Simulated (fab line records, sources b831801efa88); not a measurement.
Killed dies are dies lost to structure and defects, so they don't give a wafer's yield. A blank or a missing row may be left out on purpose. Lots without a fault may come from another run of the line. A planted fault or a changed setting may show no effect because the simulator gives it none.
A struck lot beside a sound one | flow sky130 | 14 steps out of a route of 708
Sound: wafers L523.1, L523.5, L523.6. Struck: wafers L528.2, L528.3, L528.4. The cause comes at the end.
At each step with rows: each side's tool, then ch and its chambers, then its first start. Under that, the readings that differ: sound wafers | struck wafers | difference of the means | sigmas: that difference in standard deviations of wafers without a fault.
alike: readings whose means differ by less than 2 such deviations, and words and numbers that are the same on both sides. not compared: withheld readings, readings that some wafer has no value for, bounds like >300 that may hide the same value, and numbers for which the record gives no deviation and whose values overlap.
The two part at a step that has a row with sigmas, a row that says differs or no value, or rows on one side only. Numbers that don't overlap but have no deviation are shown without sigmas and don't part them. A reading that every wafer of one side lacks parts them only if that side has two wafers or more.

first, 1 step without rows for these wafers: SKY_POLY_GATE_IMPLANT_02.
SKY_RES_PROTECT_STRIP_07: strips in O2/N2.
  sound on plasma_asher-04 ch 0,1, day 16 07:08; struck on plasma_asher-04 ch 0,1, day 17 21:49
  alike: drypump_motor_current_A, n2_flow_sccm, oes_product_au, strip_time_to_endpoint_s
  not compared: rf_hours_counter_h
SKY_RES_PROTECT_TW_MEAS_08:
  sound on film_metro-03, day 16 07:14; struck on film_metro-01, day 17 21:55
  alike: POLY_GATE_TW
then, 2 steps without rows for these wafers: SKY_RES_PROTECT_CLEAN_09 (cleans in SC1/SC2, time 150 s); SKY_POLY_GATE_CVD_03 (deposits Si3N4 from DCS/NH3, target thk 75 nm, time 1290 s).
SKY_POLY_GATE_THK_MEAS_04:
  sound on film_metro-01, day 16 09:50; struck on film_metro-02, day 17 23:23
  alike: POLY_GATE_CVD_03_THK
then, 6 steps without rows for these wafers: SKY_POLY_GATE_DEHYDRATE_05 (time 60 s); SKY_POLY_GATE_HMDS_06 (prime time 60 s); SKY_POLY_GATE_COAT_07 (resist thk 110 nm); SKY_POLY_GATE_COAT_08 (resist thk 450 nm); SKY_POLY_GATE_SOFTBAKE_09 (time 90 s); SKY_POLY_GATE_EXPOSE_10 (exposes mask P1M, target cd 150 nm).
SKY_POLY_GATE_PEB_11:
  sound on litho_track-03 ch 0, day 17 14:00; struck on litho_track-02, day 19 06:00
  reading         | sound          | struck | difference                    | sigmas
  exhaust_pa (Pa) | 45.7 44.7 44.6 | - - -  | no value on the struck wafers |
  not compared: chill_plate_temp_C
then, 1 step without rows for these wafers: SKY_POLY_GATE_DEVELOP_12 (develop time 60 s).

WHERE THEY PART
Only at SKY_POLY_GATE_PEB_11, within this record.

WHY: what the simulator had put in
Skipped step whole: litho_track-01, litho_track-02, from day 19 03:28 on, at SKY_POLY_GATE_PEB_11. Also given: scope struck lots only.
